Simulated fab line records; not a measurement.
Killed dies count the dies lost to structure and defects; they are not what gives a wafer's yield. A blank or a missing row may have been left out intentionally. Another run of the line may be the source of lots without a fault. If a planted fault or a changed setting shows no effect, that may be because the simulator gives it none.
Code-filled problem report in 8D (eight disciplines) form -- flow gf180mcu -- the parts of the form that need people (team, actions taken, sign-off) are left out

1. PROBLEM STATEMENT
timeToEndpointS at GF_V3_CMP_04 reads a mean of 22 s on 2 wafers of 2 lots; wafers without a fault read 79 s with a standard deviation of 5. That is -11 standard deviations from the usual mean.
The step: polishes SiO2.
First seen on wafer L477.5, day 24 02:49, on cmp-02. The record holds 18 wafers of 6 lots with a number at this step. The rule behind "out" and "out of limits": a value lying over 4 standard deviations away from the usual mean. All remaining wafers that have a number are taken as sound.

2. WHAT IT IS AND WHAT IT IS NOT
question,is,is not
which readings at this step,timeToEndpointS,"headPressurePsi, motorCurrentA, platenRpm"
which lots,"L477, L478","L471, L476, L486, L489"
which wafers of those lots,"L477.5, L478.3","L477.1, L477.3, L478.2, L478.5"
read on which tools,cmp-02,cmp-01
when,from day 24 02:49,"up to then (8 sound wafers); but 8 sound wafers of L478, L486, L489 came after"

3. SUSPECTS, AND WHAT RULES EACH OUT
Counting: a tool at a process step up to the reading stays a suspect if it ran every lot that is out. Sound lots after the first of them don't rule it out here, since some wafers of a struck lot are sound.
- rieMetal-04 at GF_M3_METAL_ETCH_16 (etches the open film in Cl2/BCl3, stops on SiO2, target depth 750.8 nm, time 125.1 s): kept. It ran every lot that is out, first L477 (day 24 01:53).
- cmp-02 at GF_V3_CMP_04 (polishes SiO2): kept. Every lot that is out went through it, the first being L477 (day 24 02:49); the last sound lot it ran before that was L476 (day 23 18:19). On those wafers its own readings are out: timeToEndpointS.
- In cmp-02 at GF_V3_CMP_04, the wafers that are out were processed in chamber 0 and their sound lot-mates in chambers 1, 2, 3.
Remaining after the count are rieMetal-04 at GF_M3_METAL_ETCH_16 and cmp-02 at GF_V3_CMP_04.

4. THE CAUSE (what the simulator had put in)
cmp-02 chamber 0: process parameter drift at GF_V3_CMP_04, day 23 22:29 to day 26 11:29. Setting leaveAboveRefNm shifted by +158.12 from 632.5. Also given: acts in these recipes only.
2 suspects survive the count, and this tool is in that group.

5. THE EFFECT CHAIN, in route order
One row per reading whose mean, taken over the struck wafers that have a number, lies over 3 standard deviations from the usual. Only readings whose record carries a usual standard deviation are examined. hours: median over the lots of the time between each lot's start at the first step of this table that gives one and its start at this step. sigmas: the change, counted in usual standard deviations.
hours,step,reading,usual,on struck wafers,change,sigmas
0,GF_V3_CMP_04,timeToEndpointS,79 s,22,-56,-11
-,GF_V3_ETCH_17,oesProductAu,0.856 a.u.,0.972,+0.116,+23
Process steps it contains:
- GF_V3_CMP_04: polishes SiO2.
- GF_V3_ETCH_17: etches SiO2 in C4F8/O2/Ar, stops on TiN, target depth 635 nm.
Later steps that measure or inspect, where all struck wafers having a row at the step show a number for every such reading and not one has moved that far: GF_V3_BOW_MEAS_05, GF_V3_CD_MEAS_14, GF_V3_OVL_MEAS_15, GF_V3_RS_MEAS_24, GF_V3_THK_MEAS_25.

6. WHAT WOULD HAVE CAUGHT IT SOONER
In this record the first reading out of limits was taken at day 24 02:49, 4 hours after the fault began at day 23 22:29.
